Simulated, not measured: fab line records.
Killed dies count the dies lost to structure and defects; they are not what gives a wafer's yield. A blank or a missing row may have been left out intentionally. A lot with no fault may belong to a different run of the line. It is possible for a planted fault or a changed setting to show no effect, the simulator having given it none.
Code-filled problem report in 8D (eight disciplines) form | flow sky130 | the parts of the form that need people (team, actions taken, sign-off) are left out

1. WHAT WENT WRONG
run_length_s at SKY_VIA4_SOFTBAKE_07 reads a mean of 107.03 s on 4 wafers of 2 lots; wafers without a fault read 89.28 s with a standard deviation of 0.16. That is +99 or more standard deviations from the usual mean.
The step: time 60 s.
The first sign was on wafer L527.5 at day 46 16:59, on litho_track-01. The record has a number at this step for 33 wafers belonging to 11 lots. Rule for "out", or "out of limits": more than 4 standard deviations from the usual mean. All remaining wafers that have a number are taken as sound.

2. WHAT IT IS, WHAT IT ISN'T
question                    | is                             | is not
which readings at this step | run_length_s                   | -
which lots                  | L527, L529                     | L511, L512, L513, L515, L517, L519, L531, L533, L534
which wafers of those lots  | L527.5, L527.6, L529.5, L529.6 | L527.1, L529.1
read on which tools         | litho_track-01                 | litho_track-02, litho_track-03
when                        | from day 46 16:59              | up to then (19 sound wafers); but 10 sound wafers of L529, L531, L533, L534 came after

3. THE SUSPECTS, EACH WITH WHAT RULES IT OUT
Counting: any tool at a process step up to the reading remains a suspect provided it ran every lot that is out. Sound lots after the first of them don't rule it out here, since some wafers of a struck lot are sound.
- plasma_asher-02 at SKY_VT_ADJUST_PCH_STRIP_09 (strips in O2/N2): kept. Every lot that is out went through it, the first being L527 (day 15 09:07); the last sound lot it ran before that was L512 (day 10 23:34).
- rie_diel-01 at SKY_CONTACT_ETCH_18 (etches Si3N4 in CHF3/O2, stops on TiN, time 39 s, target depth 75 nm): kept. Every lot that is out went through it, the first being L527 (day 46 16:59); the last sound lot it ran before that was L515 (day 43 14:30). SKY_CONTACT_ETCH_18: start missing for some lots; hours and lot order therefore follow SKY_VIA4_SOFTBAKE_07.
- litho_track-01 at SKY_VIA4_SOFTBAKE_07 (time 60 s): kept. Every lot that is out went through it, the first being L527 (day 46 16:59); the last sound lot it ran before that was L519 (day 44 16:56). On those wafers its own readings are out: run_length_s.
plasma_asher-02 at SKY_VT_ADJUST_PCH_STRIP_09, rie_diel-01 at SKY_CONTACT_ETCH_18 and litho_track-01 at SKY_VIA4_SOFTBAKE_07 are what is left after counting.

4. THE CAUSE (what the simulator had put in)
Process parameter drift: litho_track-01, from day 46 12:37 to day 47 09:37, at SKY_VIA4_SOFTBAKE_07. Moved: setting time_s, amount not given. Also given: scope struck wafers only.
Of the 3 suspects that counting leaves, this tool is one.

5. THE EFFECT CHAIN, in route order
One row per reading whose mean, taken over the struck wafers that have a number, lies over 3 standard deviations from the usual. Readings are gone through only where the record gives a usual standard deviation; hours: the median, over the lots, of the time from a lot's start at the first step in this table giving one to that lot's start at this step; sigmas: the change measured in usual standard deviations.
hours | step                 | reading      | usual   | on struck wafers | change | sigmas
0     | SKY_VIA4_SOFTBAKE_07 | run_length_s | 89.28 s | 107.03           | +17.75 | +99 or more
It contains these process steps:
- SKY_VIA4_SOFTBAKE_07: time 60 s.

6. WHAT WOULD HAVE CAUGHT IT SOONER
The fault began at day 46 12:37; the first out-of-limits reading in this record came at day 46 16:59, 4 hours later.
